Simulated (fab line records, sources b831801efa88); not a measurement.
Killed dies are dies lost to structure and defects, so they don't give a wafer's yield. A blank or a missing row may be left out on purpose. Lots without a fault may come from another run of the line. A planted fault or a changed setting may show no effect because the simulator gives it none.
Which tool did it? | flow gf180mcu | 15 lots, 45 wafers sampled, at 3 steps of a route of 602

WHAT THE GAUGES READ, wafer by wafer
GF_V5_RS_MEAS_24: measures by four-point-probe. Usual: V5_W_RS 0.330 ohm/sq, standard deviation 0.0032.
lot  | measured     | on            | V5_W_RS (ohm/sq)  | flag
L207 | day 27 13:49 | film_metro-01 | 0.334 0.331 0.340 |
L208 | day 27 23:59 | film_metro-01 | 0.334 0.335 0.330 |
L209 | day 28 03:22 | film_metro-01 | 0.329 0.326 0.331 |
L210 | day 28 07:20 | film_metro-04 | 0.326 0.330 0.326 |
L211 | day 28 16:32 | film_metro-01 | 0.329 0.331 0.331 |
L212 | day 28 23:59 | film_metro-04 | 0.328 0.333 0.332 |
L214 | day 29 21:15 | film_metro-02 | 0.328 0.328 0.324 |
L215 | day 29 23:38 | film_metro-04 | 0.328 0.330 0.328 |
L217 | day 30 07:43 | film_metro-01 | 0.333 0.336 0.334 |
L216 | day 30 08:52 | film_metro-01 | 0.333 0.333 0.330 |
L219 | day 30 22:35 | film_metro-02 | 0.333 0.338 0.331 |
L220 | day 31 07:10 | film_metro-04 | 0.331 0.329 0.330 |
L222 | day 31 15:35 | film_metro-01 | 0.326 0.328 0.328 |
L223 | day 32 00:59 | film_metro-01 | 0.328 0.326 0.332 |
L224 | day 32 06:26 | film_metro-01 | 0.323 0.326 0.326 |

GF_V5_THK_MEAS_25: measures by xrf. Usual: V5_W_THK 348 nm, standard deviation 5.6.
lot  | measured     | on            | V5_W_THK (nm) | flag
L207 | day 27 13:55 | film_metro-01 | 340 343 334   |
L208 | day 28 00:06 | film_metro-01 | 339 337 343   |
L209 | day 28 03:29 | film_metro-01 | 345 347 344   |
L210 | day 28 07:26 | film_metro-04 | 356 347 352   |
L211 | day 28 16:39 | film_metro-01 | 344 344 342   |
L212 | day 29 00:05 | film_metro-04 | 352 345 347   |
L214 | day 29 21:22 | film_metro-02 | 359 358 361   |
L215 | day 29 23:46 | film_metro-04 | 352 351 352   |
L217 | day 30 07:50 | film_metro-01 | 341 337 340   |
L216 | day 30 08:59 | film_metro-01 | 342 341 345   |
L219 | day 30 22:43 | film_metro-02 | 345 342 350   |
L220 | day 31 07:16 | film_metro-04 | 349 354 348   |
L222 | day 31 15:43 | film_metro-01 | 349 346 348   |
L223 | day 32 01:05 | film_metro-01 | 348 351 343   |
L224 | day 32 06:33 | film_metro-01 | 351 351 350   |

WHICH TOOL RAN EACH LOT (tool, then ch and the chambers of the sampled wafers, then the start)
lot  | GF_V5_STRIP_18
L207 | plasma_asher-01 ch 0,1, day 27 13:03
L208 | plasma_asher-01 ch 0,1, day 27 23:13
L209 | plasma_asher-01 ch 0,1, day 28 02:37
L210 | plasma_asher-02 ch 0,1, day 28 06:34
L211 | plasma_asher-01 ch 0,1, day 28 15:46
L212 | plasma_asher-02 ch 0,1, day 28 23:12
L214 | plasma_asher-01 ch 0,1, day 29 20:28
L215 | plasma_asher-03 ch 0,1, day 29 22:53
L217 | plasma_asher-02 ch 0,1, day 30 06:58
L216 | plasma_asher-01 ch 0,1, day 30 08:07
L219 | plasma_asher-03 ch 0,1, day 30 21:50
L220 | plasma_asher-01 ch 0,1, day 31 06:24
L222 | plasma_asher-02 ch 0,1, day 31 14:50
L223 | plasma_asher-02 ch 0,1, day 32 00:13
L224 | plasma_asher-03 ch 0,1, day 32 05:40
- GF_V5_STRIP_18: strips in O2/N2.

WHAT THE TOOLS THEMSELVES READ (means of the sampled wafers that have a number; where no wafer has one, the mark that the record gives instead)
GF_V5_STRIP_18. Usual: drypump_motor_current_A 5.4 A, standard deviation 0.45; heater_power_w 316 W, standard deviation 29; oes_product_au 0.569 a.u., standard deviation 0.0046.
lot  | tool            | drypump_motor_current_A (A) | heater_power_w (W) | oes_product_au (a.u.) | flag
L207 | plasma_asher-01 | 5.3                         | 300                | 0.574                 |
L208 | plasma_asher-01 | 5.3                         | 301                | 0.573                 |
L209 | plasma_asher-01 | 5.5                         | 303                | 0.572                 |
L210 | plasma_asher-02 | 5.5                         | 307                | 0.571                 |
L211 | plasma_asher-01 | 5.6                         | 307                | 0.569                 |
L212 | plasma_asher-02 | 5.5                         | 309                | 0.567                 |
L214 | plasma_asher-01 | 5.3                         | 298                | 0.568                 |
L215 | plasma_asher-03 | 5.4                         | 379                | 0.568                 |
L217 | plasma_asher-02 | 5.1                         | 313                | 0.569                 |
L216 | plasma_asher-01 | 5.6                         | 302                | 0.569                 |
L219 | plasma_asher-03 | 5.7                         | 338                | 0.568                 |
L220 | plasma_asher-01 | 5.6                         | 304                | 0.573                 |
L222 | plasma_asher-02 | 5.2                         | 321                | 0.573                 |
L223 | plasma_asher-02 | 5.2                         | 318                | 0.571                 |
L224 | plasma_asher-03 | 5.7                         | 312                | 0.566                 |

THE ANSWER, worked out from the rows above alone
Rule: a lot is off if the mean of its wafers that have a number lies more than 3 standard deviations from the usual mean. A lot without any number at a reading at which 4 lots or more have one is off too. The other lots that the step has rows for count as sound. The gauges are gone through in route order, then the tools' own readings, and for those a lot's mean is taken as printed above. The first step at which some lot is off is used, and at that step the reading that is off furthest; a lot without a number counts as furthest.
No lot is off at any reading shown: from this, nothing can be told.

WHAT THE SIMULATOR HAD PUT IN
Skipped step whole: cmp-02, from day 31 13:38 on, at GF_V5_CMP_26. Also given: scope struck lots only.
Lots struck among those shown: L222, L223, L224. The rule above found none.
